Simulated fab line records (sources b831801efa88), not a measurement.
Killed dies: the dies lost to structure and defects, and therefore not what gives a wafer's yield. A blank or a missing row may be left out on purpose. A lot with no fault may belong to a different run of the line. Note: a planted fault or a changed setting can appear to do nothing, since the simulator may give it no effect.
Which of the tools did it?    flow sky130    Sampling: 12 lots, 36 wafers, 5 of 708 route steps

== WHAT THE GAUGES READ, wafer by wafer ==
SKY_RES_PROTECT_TW_MEAS_08. Usual: POLY_GATE_TW 4051, standard deviation 22.
lot   measured      on             POLY_GATE_TW    flag
L800  day 15 16:57  film-metro-03  4021 4014 4024  
L802  day 16 10:21  film-metro-04  4062 4052 4062  
L804  day 17 08:05  film-metro-03  4095 4080 4056  
L805  day 17 14:11  film-metro-02  4024 4026 4046  
L807  day 19 09:31  film-metro-02  4064 4070 4074  
L808  day 19 12:56  film-metro-02  4076 4053 4072  
L809  day 19 18:30  film-metro-02  4051 4086 4070  
L812  day 20 05:51  film-metro-02  4034 4038 4036  
L813  day 20 19:13  film-metro-03  4028 4012 4009  
L820  day 23 04:48  film-metro-02  4073 4058 4080  
L821  day 23 09:40  film-metro-04  4048 4065 4042  
L822  day 23 18:52  film-metro-02  4043 4066 4049  

SKY_POLY_GATE_OVL_MEAS_14. Usual: POLY_GATE_OVL -3 nm, standard deviation 5.5.
lot   measured      on          POLY_GATE_OVL (nm)  flag
L800  day 17 01:06  overlay-02  -5 -4 -8            
L802  day 17 17:43  overlay-02  -1 -1 5             
L804  day 18 15:57  overlay-02  6 1 -5              
L805  day 18 23:52  overlay-01  0 -2 0              
L807  day 20 17:57  overlay-01  -11 -4 -9           
L808  day 20 21:52  overlay-02  -8 -4 -2            
L809  day 21 03:02  overlay-01  4 3 3               
L812  day 21 17:01  overlay-01  -2 2 -7             
L813  day 22 04:48  overlay-01  -8 5 -4             
L820  day 24 13:15  overlay-01  -8 -8 -9            
L821  day 24 17:13  overlay-01  -6 -4 -4            
L822  day 25 03:09  overlay-01  -10 -6 -10          

SKY_POLY_GATE_THK_MEAS_21. Usual: POLY_GATE_OXIDATION_THK 3.99 nm, standard deviation 0.081.
lot   measured      on             POLY_GATE_OXIDATION_THK (nm)  flag
L800  day 17 05:49  film-metro-04  3.98 3.95 3.93                
L802  day 17 19:23  film-metro-02  3.92 3.90 3.81                
L804  day 18 18:24  film-metro-01  3.97 4.00 4.03                
L805  day 19 03:27  film-metro-02  3.89 3.92 3.84                
L807  day 20 20:22  film-metro-01  4.00 3.92 3.96                
L808  day 21 00:58  film-metro-01  6.45 6.59 6.54                OFF
L809  day 21 06:09  film-metro-04  6.60 6.48 6.64                OFF
L812  day 21 20:08  film-metro-02  6.59 6.55 6.58                OFF
L813  day 22 06:29  film-metro-01  4.12 4.09 4.09                
L820  day 24 14:55  film-metro-01  3.86 3.99 3.79                
L821  day 24 19:26  film-metro-01  4.02 4.05 4.02                
L822  day 25 04:49  film-metro-02  3.92 3.91 3.79                

== EACH LOT AND THE TOOL THAT RAN IT (in order: tool; ch and the chambers of the sampled wafers; start) ==
lot   SKY_SONOS_ONO_ETCH_15               SKY_POLY_GATE_OXIDATION_20
L800  rie-diel-02 ch 1,2,3, day 13 05:01  furnace-02 ch 0, day 17 04:34
L802  rie-diel-02 ch 1,2,3, day 13 22:21  furnace-01 ch 0, day 17 18:08
L804  rie-diel-04 ch 0,3, day 14 16:07    furnace-02 ch 0, day 18 17:08
L805  rie-diel-02 ch 0,1,2, day 14 21:13  furnace-01 ch 0, day 19 02:11
L807  rie-diel-01 ch 0,1,2, day 16 14:33  furnace-02 ch 0, day 20 19:07
L808  rie-diel-01 ch 0,3, day 16 17:18    furnace-01 ch 0, day 20 22:17
L809  rie-diel-02 ch 0,1,2, day 16 23:35  furnace-02 ch 0, day 21 03:29
L812  rie-diel-04 ch 0,1,2, day 17 10:44  furnace-02 ch 0, day 21 17:26
L813  rie-diel-04 ch 0,1,2, day 18 00:08  furnace-02 ch 0, day 22 05:13
L820  rie-diel-01 ch 2,3, day 20 08:41    furnace-01 ch 0, day 24 13:40
L821  rie-diel-02 ch 0,1,3, day 20 13:09  furnace-02 ch 0, day 24 18:10
L822  rie-diel-01 ch 0,2, day 20 21:34    furnace-01 ch 0, day 25 03:34
- SKY_SONOS_ONO_ETCH_15: etches the open film in CHF3/O2, target depth 19.52 nm, time 7.8 s.
- SKY_POLY_GATE_OXIDATION_20: stabilise 600 s, purge 300 s, target thk 4 nm.

== AS READ BY THE TOOLS THEMSELVES (means over the sampled wafers that have a number; for cases with no such wafer, the mark the record gives instead) ==
SKY_SONOS_ONO_ETCH_15. Usual: drypump-motor-current-A 5.9 A, standard deviation 0.57; oes-product-au 0.999 a.u., standard deviation 0.01; rf-fwd-power-W 588 W, standard deviation 3; throttle-valve-pct 8.824 %, standard deviation 0.0095.
lot   tool         drypump-motor-current-A (A)  oes-product-au (a.u.)  rf-fwd-power-W (W)  throttle-valve-pct (%)  flag
L800  rie-diel-02  5.5                          0.990                  586                 8.832                   
L802  rie-diel-02  5.5                          1.003                  586                 8.835                   
L804  rie-diel-04  6.1                          0.995                  590                 8.830                   
L805  rie-diel-02  5.3                          0.986                  587                 8.816                   
L807  rie-diel-01  6.3                          1.002                  588                 8.821                   
L808  rie-diel-01  6.4                          1.007                  587                 8.825                   
L809  rie-diel-02  5.4                          1.006                  587                 8.821                   
L812  rie-diel-04  6.3                          0.997                  589                 8.817                   
L813  rie-diel-04  6.3                          0.996                  589                 8.827                   
L820  rie-diel-01  6.2                          0.987                  589                 8.814                   
L821  rie-diel-02  5.1                          0.990                  585                 8.822                   
L822  rie-diel-01  6.5                          1.001                  589                 8.822                   

SKY_POLY_GATE_OXIDATION_20. Usual: zone-power-lower-pct at 16.1 %, with a standard deviation of 2.7.
lot   tool        zone-power-lower-pct (%)  flag
L800  furnace-02  14.2                      
L802  furnace-01  20.0                      
L804  furnace-02  13.9                      
L805  furnace-01  19.9                      
L807  furnace-02  14.1                      
L808  furnace-01  19.7                      
L809  furnace-02  14.1                      
L812  furnace-02  14.2                      
L813  furnace-02  14.2                      
L820  furnace-01  20.0                      
L821  furnace-02  14.2                      
L822  furnace-01  19.8                      

== THE ANSWER, worked out from the rows above alone ==
Rule: lot off if the mean of its wafers having a number is beyond 3 standard deviations from the usual mean. Also off: a lot with no number at a reading for which 4 or more lots have one. All remaining lots with rows at the step are treated as sound. The gauges are gone through in route order, then the tools' own readings, and for those a lot's mean is taken as printed above. The first step at which some lot is off is used, and at that step the reading that is off furthest; a lot without a number counts as furthest.
Off: at SKY_POLY_GATE_THK_MEAS_21 (POLY_GATE_OXIDATION_THK), L808, L809, L812.
If a tool, at a process step before that reading, ran all the lots that are off and no sound lot after the first of them, it fits. Those tools and the gauges at SKY_POLY_GATE_THK_MEAS_21 are tried in the same way. No candidate that was tried fits.

== WHAT THE SIMULATOR HAD INSERTED ==
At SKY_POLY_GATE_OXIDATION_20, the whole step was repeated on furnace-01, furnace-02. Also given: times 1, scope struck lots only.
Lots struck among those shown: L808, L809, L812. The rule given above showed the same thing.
